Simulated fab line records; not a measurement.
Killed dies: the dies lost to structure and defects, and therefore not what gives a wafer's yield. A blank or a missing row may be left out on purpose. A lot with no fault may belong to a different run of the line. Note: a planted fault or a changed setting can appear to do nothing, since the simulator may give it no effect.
A struck lot beside a sound one | flow sfq line | 15 steps out of a route of 325
Sound: these wafers, L200.2, L200.3, L200.5. Struck: wafer L204.6. (L204.2, L204.5 of the same lot were not struck and are left out.) The cause comes at the end.
Per side, at each step with rows, come the tool, then ch with its chambers, and then its first start. Under that, the readings that differ: sound wafers | struck wafers | difference of the means | sigmas: that difference in standard deviations of wafers without a fault.
alike: readings with means less than 2 such deviations apart, plus words and numbers identical on both sides. not compared: withheld readings, readings lacking a value on some wafer, bounds such as >300 that could conceal the same value, and numbers that have no deviation in the record and whose values overlap.
The two part at a step that has a row with sigmas, a row that says differs or no value, or rows on one side only. Numbers that don't overlap but have no deviation are shown without sigmas and don't part them. Lack of a reading on every wafer of one side parts them only where that side has two or more wafers.

first, 1 step without rows for these wafers: SFQ_TRILAYER_M3_STRIP_SOLV_CLEAN_080 (cleans in NMP, time 600 s).
SFQ_TRILAYER_I3_DEP_PECVD_081: deposits SiO2 from SiH4/N2O, time 111.11 s, target thk 500 nm.
  sound on pecvd-04 ch 0,1, day 47 13:29; struck on pecvd-04 ch 1, day 48 20:49
  alike: chamber pressure Torr, heater power w, throttle valve pct
SFQ_TRILAYER_I3_CMP_CMP_082: polishes SiO2.
  sound on cmp-02 ch 0,1, day 47 23:18; struck on cmp-01 ch 1, day 49 09:06
  reading                | sound       | struck | difference | sigmas
  time to endpoint s (s) | 209 218 226 | 234    | +16        | +2
  alike: motor current A
SFQ_I3_BOW_MEAS_922:
  sound: film metro-02 at day 48 02:19; struck: film metro-02 at day 49 10:07
  alike: I3_BOW
SFQ_TRILAYER_I3_METRO_MEASURE_083:
  sound: film metro-02 at day 48 02:37; struck: film metro-02 at day 49 10:25
  alike: thk nm
then, 6 steps without rows for these wafers: SFQ_TRILAYER_I3_VIA_LITHO_COAT_090 (resist thk 62 nm); SFQ_TRILAYER_I3_VIA_LITHO_COAT_085 (resist thk 650 nm); SFQ_TRILAYER_I3_VIA_LITHO_SOFTBAKE_089; SFQ_TRILAYER_I3_VIA_LITHO_EXPOSE_086 (exposes mask I3, target cd 500 nm); SFQ_TRILAYER_I3_VIA_LITHO_PEB_088 (peb time 60 s); SFQ_TRILAYER_I3_VIA_LITHO_DEVELOP_087 (time 60 s).
-- the record jumps here: 5 days lie between the struck wafers' starts before and after --
SFQ_I3_OVL_MEAS_923:
  sound: overlay-01 at day 53 12:38; struck: overlay-01 at day 54 15:02
  alike: I3_OVL
SFQ_TRILAYER_I3_VIA_BARC_OPEN_VIA_ETCH_121: etches BARC in O2, target depth 125 nm, time 41.7 s.
  sound on rie diel-04 ch 0,1,2, day 53 12:40; struck on rie diel-03 ch 1, day 54 15:04
  reading                                                 | sound             | struck | difference | sigmas
  oes product au (a.u.)                                   | 0.679 0.681 0.690 | 0.693  | +0.010     | +2
  model.KrF_of_TRILAYER_I3_VIA_LITHO_COAT_085.thk nm (nm) | 575.1 573.6 574   | 594.7  | +20.5      |
  alike: drypump motor current A
  not compared: rf hours counter h
SFQ_TRILAYER_I3_VIA_ETCH_VIA_ETCH_088: etches SiO2 in CHF3, stops on Nb, target depth 260 nm.
  sound on rie diel-04 ch 0,1,2, day 53 12:42; struck on rie diel-03 ch 1, day 54 15:06
  reading                                                 | sound           | struck | difference | sigmas
  model.KrF_of_TRILAYER_I3_VIA_LITHO_COAT_085.thk nm (nm) | 529 528.2 528.7 | 550.7  | +22.1      |
  alike: drypump motor current A, oes product au
SFQ_TRILAYER_I3_VIA_STRIP_STRIP_089: strips in O2.
  sound on rie metal-03 ch 0,1, day 53 12:49; struck on rie metal-01 ch 1, day 54 15:13
  alike: drypump motor current A, oes product au
  not compared: rf hours counter h

WHERE THEY PART
Earliest at SFQ_TRILAYER_I3_CMP_CMP_082; latest, in this record, at SFQ_TRILAYER_I3_VIA_BARC_OPEN_VIA_ETCH_121. Later steps at which nothing parts them and some readings are alike: SFQ_TRILAYER_I3_VIA_ETCH_VIA_ETCH_088, SFQ_TRILAYER_I3_VIA_STRIP_STRIP_089.

WHY: whatever the simulator had introduced
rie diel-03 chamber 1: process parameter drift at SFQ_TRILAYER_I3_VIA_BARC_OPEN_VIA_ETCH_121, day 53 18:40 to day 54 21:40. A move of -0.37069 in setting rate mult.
